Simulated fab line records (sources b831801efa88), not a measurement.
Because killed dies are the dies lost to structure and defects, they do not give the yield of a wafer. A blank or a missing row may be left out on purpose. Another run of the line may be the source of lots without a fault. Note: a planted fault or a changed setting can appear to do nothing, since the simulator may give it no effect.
A struck lot beside a sound one	flow sky130	21 out of 708 route steps
Sound: these wafers, L549.2, L549.5, L549.6. Struck: wafers L550.3, L550.4, L550.5. At the end, the cause is stated.
For every step that has rows: the tool of each side, followed by ch and its chambers, followed by its first start. Under that, the readings that differ: sound wafers	struck wafers	difference of the means	sigmas: that difference in standard deviations of wafers without a fault.
alike: words and numbers the same on both sides, and readings whose means are apart by under 2 such deviations; not compared: readings that were withheld, readings missing a value for some wafer, numbers with overlapping values and no deviation given by the record, and bounds like >300 which may hide the same value.
The two part at a step that has a row with sigmas, a row that says differs or no value, or rows on one side only. Numbers that have no deviation but don't overlap get no sigmas and don't part them. Lack of a reading on every wafer of one side parts them only where that side has two or more wafers.

SKY_POLY_GATE_CD_MEAS_22:
  sound on cd-sem-02, day 17 09:34; struck on cd-sem-02, day 17 19:40
  alike: cd-nm
then, 7 steps without rows for these wafers: SKY_LDD_N_DEHYDRATE_00 (time 60 s); SKY_LDD_N_HMDS_01 (prime time 60 s); SKY_LDD_N_COAT_02 (resist thk 300 nm); SKY_LDD_N_SOFTBAKE_03 (time 60 s); SKY_LDD_N_EXPOSE_04 (exposes mask NTM, target cd 840 nm); SKY_LDD_N_PEB_05; SKY_LDD_N_DEVELOP_06 (develop time 60 s).
SKY_LDD_N_OVL_MEAS_07:
  sound on overlay-01, day 18 15:44; struck on overlay-01, day 19 01:51
  alike: LDD_N_OVL
then, 3 steps without rows for these wafers: SKY_LDD_N_IMPLANT_08; SKY_LDD_N_IMPLANT_09; SKY_LDD_N_IMPLANT_10.
SKY_LDD_N_IMPLANT_11:
  sound on implanter-03 ch 0, day 18 16:14; struck on implanter-03 ch 0, day 19 02:41
  alike: rotation-deg
then, 4 steps without rows for these wafers: SKY_LDD_N_IMPLANT_12; SKY_LDD_N_IMPLANT_13; SKY_LDD_N_IMPLANT_14; SKY_LDD_N_IMPLANT_15.
SKY_LDD_N_STRIP_16: strips in O2/N2.
  sound on plasma-asher-03 ch 0,1, day 18 16:58; struck on plasma-asher-04 ch 0,1, day 19 03:25
reading	sound	struck	difference	sigmas
strip-time-to-endpoint-s (s)	4.339 4.363 4.327	4.504 4.507 4.519	+0.167	+9
  alike: chamber-pressure-mTorr, drypump-motor-current-A, o2-flow-sccm, oes-product-au
  not compared: rf-hours-counter-h
SKY_LDD_N_TW_MEAS_17:
  sound on film-metro-02, day 18 17:04; struck on film-metro-01, day 19 03:31
reading	sound	struck	difference	sigmas
LDD_N_TW	2644 2642 2637	2707 2684 2685	+51	+2
then, 1 step without rows for these wafers: SKY_LDD_P_DEHYDRATE_00 (time 60 s).
-- the record jumps here: 28 days lie between the struck wafers' starts before and after (it left off in module LDD_P and takes up again in module PAD_OPEN, whose first step shown is number 708 of the route) --
SKY_PAD_OPEN_PROBE_99:
  sound on prober-02, day 46 14:18; struck on prober-01, day 46 19:21
reading	sound	struck	difference	sigmas
model.etest.tip-n.rs-ohm-sq	441.2 442.8 441.8	386.9 387.7 387.9	-54.4	
model.etest.nfet_01v8.vt-sat-v (V)	0.6398 0.6377 0.6392	0.6358 0.6309 0.6222	-0.0093	
  alike: killed_at_M0_to_M3, killed_at_M4_up, killed-at-contacts, killed-at-front-end, killed-at-other, killed-dies, killed-open, killed-short
  not compared: model.etest.nfet_01v8_lvt.vt-sat-v, model.etest.nfet_01v8_turned.vt-sat-v

== WHERE THEY PART ==
At SKY_LDD_N_STRIP_16 first; at SKY_LDD_N_TW_MEAS_17 last (within this record only). Later steps at which nothing parts them and some readings are alike: SKY_PAD_OPEN_PROBE_99.

WHY: the cause the simulator had injected
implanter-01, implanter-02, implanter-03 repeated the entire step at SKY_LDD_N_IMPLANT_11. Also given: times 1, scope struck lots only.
